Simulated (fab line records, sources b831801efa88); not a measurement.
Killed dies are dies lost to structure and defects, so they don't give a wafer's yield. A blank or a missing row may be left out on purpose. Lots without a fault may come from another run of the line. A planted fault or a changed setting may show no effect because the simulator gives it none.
A struck lot beside a sound one | flow gf180mcu | 18 steps out of a route of 602
Sound: wafers L562.2, L562.4, L562.5. Struck: wafers L554.1, L554.2, L554.6. The cause comes at the end.
At each step with rows: each side's tool, then ch and its chambers, then its first start. Under that, the readings that differ: sound wafers | struck wafers | difference of the means | sigmas: that difference in standard deviations of wafers without a fault.
alike: readings whose means differ by less than 2 such deviations, and words and numbers that are the same on both sides. not compared: withheld readings, readings that some wafer has no value for, bounds like >300 that may hide the same value, and numbers for which the record gives no deviation and whose values overlap.
The two part at a step that has a row with sigmas, a row that says differs or no value, or rows on one side only. Numbers that don't overlap but have no deviation are shown without sigmas and don't part them. A reading that every wafer of one side lacks parts them only if that side has two wafers or more.

first, 3 steps without rows for these wafers: GF_HV_LDD_EXPOSE_16 (exposes mask Pplus LV AREA, target cd 400 nm); GF_HV_LDD_PEB_17; GF_HV_LDD_DEVELOP_18 (develop time 60 s).
GF_HV_LDD_CD_MEAS_19: target cd 400 nm.
  sound on cd_sem-01, day 17 10:10; struck on cd_sem-01, day 14 21:56
  alike: cd_nm
GF_HV_LDD_OVL_MEAS_20:
  sound on overlay-01, day 17 10:16; struck on overlay-01, day 14 22:04
  alike: HV_LDD_01_OVL
then, 1 step without rows for these wafers: GF_HV_LDD_IMPLANT_21.
GF_HV_LDD_STRIP_22: strips in O2/N2.
  sound on plasma_asher-02 ch 0,1, day 17 10:26; struck on plasma_asher-01 ch 0,1, day 14 22:15
  alike: drypump_motor_current_A, heater_power_w, oes_product_au, strip_time_to_endpoint_s
  not compared: rf_hours_counter_h
GF_HV_LDD_TW_MEAS_23:
  sound on film_metro-04, day 17 10:33; struck on film_metro-04, day 14 22:21
  alike: HV_LDD_2_TW
then, 4 steps without rows for these wafers: GF_HV_LDD_DEHYDRATE_24 (time 60 s); GF_HV_LDD_HMDS_25 (prime time 60 s); GF_HV_LDD_COAT_26 (resist thk 1000 nm); GF_HV_LDD_SOFTBAKE_27 (time 60 s).
GF_HV_LDD_EXPOSE_28: exposes mask Nplus HV AREA, target cd 400 nm.
  sound on iline_stepper-01 ch 0, day 17 22:11; struck on iline_stepper-02 ch 0, day 15 09:17
  reading                        | sound          | struck            | difference | sigmas
  model.HV_LDD.overlay_x_nm (nm) | 1.06 1.06 1.06 | 241.6 241.6 241.6 | +240.5     |
  alike: mask
then, 2 steps without rows for these wafers: GF_HV_LDD_PEB_29; GF_HV_LDD_DEVELOP_30 (develop time 60 s).
GF_HV_LDD_CD_MEAS_31: target cd 400 nm.
  sound on cd_sem-02, day 18 10:07; struck on cd_sem-01, day 15 20:20
  alike: cd_nm
GF_HV_LDD_OVL_MEAS_32:
  sound on overlay-01, day 18 10:14; struck on overlay-01, day 15 20:40
  reading            | sound       | struck            | difference | sigmas
  HV_LDD_02_OVL (nm) | 1.9 0.8 1.7 | 241.9 242.2 241.9 | +240.5     | +99 or more
  not compared: hold
GF_PASSIVATION_PROBE_99:
  the record has rows for the sound wafers here (prober-01, day 34 12:53) and none for the struck ones

WHERE THEY PART
First at GF_HV_LDD_OVL_MEAS_32; last, within this record, at GF_PASSIVATION_PROBE_99.

WHY: what the simulator had put in
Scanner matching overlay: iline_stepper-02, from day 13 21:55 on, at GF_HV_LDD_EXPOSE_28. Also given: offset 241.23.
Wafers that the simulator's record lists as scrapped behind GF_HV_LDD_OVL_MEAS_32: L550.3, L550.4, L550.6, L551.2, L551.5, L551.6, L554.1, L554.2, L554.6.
